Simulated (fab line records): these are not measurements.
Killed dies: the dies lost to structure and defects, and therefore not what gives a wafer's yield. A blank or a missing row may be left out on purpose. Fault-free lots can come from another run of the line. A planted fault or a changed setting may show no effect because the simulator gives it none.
Matching of chambers ; flow sky130 ; cmp-02 running SKY_CONTACT_CMP_27: 4 sister chambers
The step polishes, stops on SiO2, t overpolish 15 s, target thk 0 nm. 33 wafers are shown with their chamber, then 12 later ones without.

## WAFERS WITH THEIR CHAMBER
wafer;chamber;motor_current_A (A);time_to_endpoint_s (s);overpolish_run_s (s)
L075.2;2;12.1;82;15.023
L075.3;3;12.5;82;15.010
L075.6;2;12.0;87;15.005
L076.3;3;12.2;80;14.998
L076.5;3;12.4;79;14.988
L076.6;2;11.8;82;14.990
L077.2;1;10.7;83;15.012
L077.3;0;10.9;84;14.998
L077.5;0;10.9;81;14.996
L084.2;1;10.9;81;14.995
L084.5;0;11.3;82;14.996
L084.6;1;10.8;83;15.003
L085.3;2;12.1;85;15.019
L085.4;3;12.8;78;15.005
L085.5;0;11.7;83;15.016
L088.3;1;10.8;82;14.998
L088.5;3;12.2;84;14.996
L088.6;0;12.2;83;14.989
L089.1;0;11.5;81;14.991
L089.2;1;10.8;84;15.014
L089.4;2;12.7;85;14.993
L090.2;3;12.8;82;15.002
L090.3;1;10.6;78;14.999
L090.5;1;10.9;80;14.992
L091.3;3;13.4;87;14.998
L091.4;1;10.4;83;15.002
L091.6;2;12.1;89;15.008
L092.2;2;12.3;85;15.007
L092.4;1;10.6;78;15.007
L092.6;2;12.5;85;15.002
L093.2;2;12.0;80;14.996
L093.3;0;11.2;79;15.003
L093.4;1;10.3;81;15.012

SIGNATURES, as means of the wafers listed above
reading;chamber 0;chamber 1;chamber 2;chamber 3;scatter within a chamber
motor_current_A;11.386;10.680;12.178;12.614;0.341
time_to_endpoint_s;81.86;81.30;84.44;81.71;2.45
overpolish_run_s;14.99843;15.00340;15.00478;14.99957;0.0089
Rule: a wafer lies at a distance from a chamber equal to the root of the sum of squares, over the readings, of (its reading less the chamber's mean, divided by the reading's scatter). If the next closest chamber is less than 2 further off than the closest, the wafer can't be placed; otherwise it belongs to the closest. The scatter: the root of (the sum of the squares of (reading less its chamber's mean) over the shown wafers, divided by (wafers less chambers)).

## WAFERS WHOSE CHAMBER IS MISSING
wafer;motor_current_A (A);time_to_endpoint_s (s);overpolish_run_s (s)
L094.1;11.6;79;14.994
L094.3;10.6;77;14.994
L094.5;12.3;80;15.004
L095.3;11.9;83;14.999
L095.4;11.9;78;15.003
L095.5;12.1;82;14.994
L096.2;11.9;82;14.994
L096.3;11.5;82;15.011
L096.4;10.9;81;14.994
L097.1;11.6;80;14.993
L097.3;11.7;80;14.991
L097.4;12.2;77;14.998

## CHAMBER TAKEN BY EACH
wafer;from the rows above;in truth
L094.1;can't be placed: 0 or 2 or 1 or 3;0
L094.3;can't be placed: 1 or 0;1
L094.5;can't be placed: 3 or 2 or 0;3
L095.3;can't be placed: 2 or 0 or 3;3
L095.4;can't be placed: 0 or 3 or 2 or 1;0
L095.5;can't be placed: 2 or 3 or 0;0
L096.2;can't be placed: 0 or 2 or 3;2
L096.3;can't be placed: 0 or 2 or 1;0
L096.4;can't be placed: 1 or 0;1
L097.1;can't be placed: 0 or 2 or 1 or 3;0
L097.3;can't be placed: 0 or 2 or 3 or 1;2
L097.4;can't be placed: 3 or 0 or 2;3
Correctly placed: 0 of 12. Unplaceable from these rows: 12, with the true chamber sitting among the candidates in 12. 0 placed wrongly.
